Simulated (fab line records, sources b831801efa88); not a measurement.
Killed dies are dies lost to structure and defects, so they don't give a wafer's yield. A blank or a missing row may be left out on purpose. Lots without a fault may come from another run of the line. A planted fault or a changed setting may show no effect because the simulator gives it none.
Which tool did it? | flow gf180mcu | 13 lots, 39 wafers sampled, at 4 steps of a route of 602

WHAT THE GAUGES READ, wafer by wafer
GF_STI_THK_MEAS_30.
lot  | measured    | on            | STI_OXIDATION_02_THK (nm)
L321 | day 2 16:22 | film_metro-01 | 10.05 10.14 9.90
L322 | day 2 22:17 | film_metro-01 | 10.37 10.36 10.37
L323 | day 3 02:56 | film_metro-02 | 10.10 10.27 10.19
L326 | day 3 20:20 | film_metro-03 | 10.27 10.26 10.38
L328 | day 4 04:05 | film_metro-02 | 10.18 10.14 10.29
L332 | day 5 03:09 | film_metro-03 | 10.20 10.20 10.18
L334 | day 5 11:28 | film_metro-01 | 10.16 10.13 9.94
L335 | day 5 17:12 | film_metro-02 | 9.94 10.05 10.19
L336 | day 5 21:17 | film_metro-01 | 10.01 9.97 9.92
L338 | day 6 11:17 | film_metro-02 | 9.73 9.78 9.89
L339 | day 6 13:27 | film_metro-02 | 10.07 10.07 10.14
L341 | day 6 23:05 | film_metro-01 | 10.26 10.20 10.11
L342 | day 7 05:31 | film_metro-02 | 9.96 9.91 9.77

GF_DNWELL_TW_MEAS_09.
lot  | measured    | on            | DNWELL_TW
L321 | day 3 04:49 | film_metro-02 | 1356 1347 1351
L322 | day 3 10:55 | film_metro-03 | 1317 1318 1320
L323 | day 3 16:03 | film_metro-04 | 1320 1321 1321
L326 | day 4 09:50 | film_metro-03 | 1349 1348 1362
L328 | day 4 18:31 | film_metro-02 | 1360 1360 1366
L332 | day 5 17:35 | film_metro-03 | 1347 1351 1346
L334 | day 6 01:33 | film_metro-04 | 1341 1338 1335
L335 | day 6 08:08 | film_metro-04 | 1341 1340 1350
L336 | day 6 12:35 | film_metro-02 | 1365 1369 1376
L338 | day 7 03:14 | film_metro-04 | 1325 1323 1326
L339 | day 7 04:56 | film_metro-02 | 1352 1352 1355
L341 | day 7 14:48 | film_metro-04 | 1329 1328 1339
L342 | day 7 21:24 | film_metro-02 | 1352 1361 1360

GF_DUAL_GATE_THK_MEAS_03.
lot  | measured     | on            | DUAL_GATE_OXIDATION_00_THK (nm)
L321 | day 8 05:41  | film_metro-03 | 11.11 10.93 10.97
L322 | day 8 16:35  | film_metro-02 | 17.64 17.75 17.47
L323 | day 8 21:17  | film_metro-01 | 18.14 18.36 18.30
L326 | day 9 19:22  | film_metro-02 | 11.20 11.43 11.31
L328 | day 10 06:12 | film_metro-03 | 18.16 17.95 18.07
L332 | day 11 12:58 | film_metro-02 | 10.67 10.79 10.72
L334 | day 11 20:49 | film_metro-02 | 10.96 11.11 10.92
L335 | day 12 03:30 | film_metro-02 | 11.12 11.05 10.96
L336 | day 12 12:07 | film_metro-03 | 11.11 11.17 10.92
L338 | day 13 07:37 | film_metro-01 | 11.23 11.18 11.09
L339 | day 13 07:44 | film_metro-01 | 10.68 11.03 10.79
L341 | day 13 21:19 | film_metro-01 | 10.93 10.95 11.02
L342 | day 14 08:13 | film_metro-01 | 11.03 10.97 10.82

WHICH TOOL RAN EACH LOT (tool, then ch and the chambers of the sampled wafers, then the start)
lot  | GF_DUAL_GATE_OXIDATION_02
L321 | furnace-01 ch 0, day 8 04:14
L322 | furnace-02 ch 0, day 8 13:31 and furnace-01 ch 0, day 8 15:08
L323 | furnace-02 ch 0, day 8 17:14
L326 | furnace-02 ch 0, day 9 17:56
L328 | furnace-02 ch 0, day 10 02:32 and furnace-01 ch 0, day 10 04:45
L332 | furnace-01 ch 0, day 11 11:31
L334 | furnace-01 ch 0, day 11 19:22
L335 | furnace-02 ch 0, day 12 02:03
L336 | furnace-02 ch 0, day 12 10:40
L338 | furnace-01 ch 0, day 13 06:10
L339 | furnace-02 ch 0, day 13 06:17
L341 | furnace-02 ch 0, day 13 19:52
L342 | furnace-01 ch 0, day 14 06:46
- GF_DUAL_GATE_OXIDATION_02: stabilise 600 s, purge 300 s, target thk 10.887 nm.

WHAT THE TOOLS THEMSELVES READ (means of the sampled wafers that have a number; where no wafer has one, the mark that the record gives instead)
GF_DUAL_GATE_OXIDATION_02.
lot  | tool                  | zone_power_upper_pct (%)
L321 | furnace-01            | 15.4
L322 | furnace-02/furnace-01 | 16.5
L323 | furnace-02            | 17.4
L326 | furnace-02            | 17.4
L328 | furnace-02/furnace-01 | 16.4
L332 | furnace-01            | 15.4
L334 | furnace-01            | 15.4
L335 | furnace-02            | 17.5
L336 | furnace-02            | 17.2
L338 | furnace-01            | 15.4
L339 | furnace-02            | 17.4
L341 | furnace-02            | 17.7
L342 | furnace-01            | 15.3

THE ANSWER, worked out from the rows above alone
Rule: what is usual is taken from the lots themselves. Put in order of their means at a reading, lots are off if they are a third of the lots or fewer, leave a main group of 4 or more, and stand apart from it by a gap of 3 or more times the standard deviation of the main group's means; of several such gaps the widest counts. A main group whose means are all the same, to the digits that the tables above print for the reading, isn't used. A lot without any number at a reading at which 4 lots or more have one is off too. The other lots that the step has rows for count as sound. The gauges are gone through in route order, then the tools' own readings, and for those a lot's mean is taken as printed above. The first step at which some lot is off is used, and at that step the reading that is off furthest; a lot without a number counts as furthest.
Off: L322, L323, L328, at GF_DUAL_GATE_THK_MEAS_03 (DUAL_GATE_OXIDATION_00_THK). The main group: mean 11.01 nm, standard deviation 0.15.
A tool fits if, at a process step before that reading, it ran every lot that is off, and no sound lot after the first of them. The gauges at GF_DUAL_GATE_THK_MEAS_03 are tried like those tools. None of those tried fits.

WHAT THE SIMULATOR HAD PUT IN
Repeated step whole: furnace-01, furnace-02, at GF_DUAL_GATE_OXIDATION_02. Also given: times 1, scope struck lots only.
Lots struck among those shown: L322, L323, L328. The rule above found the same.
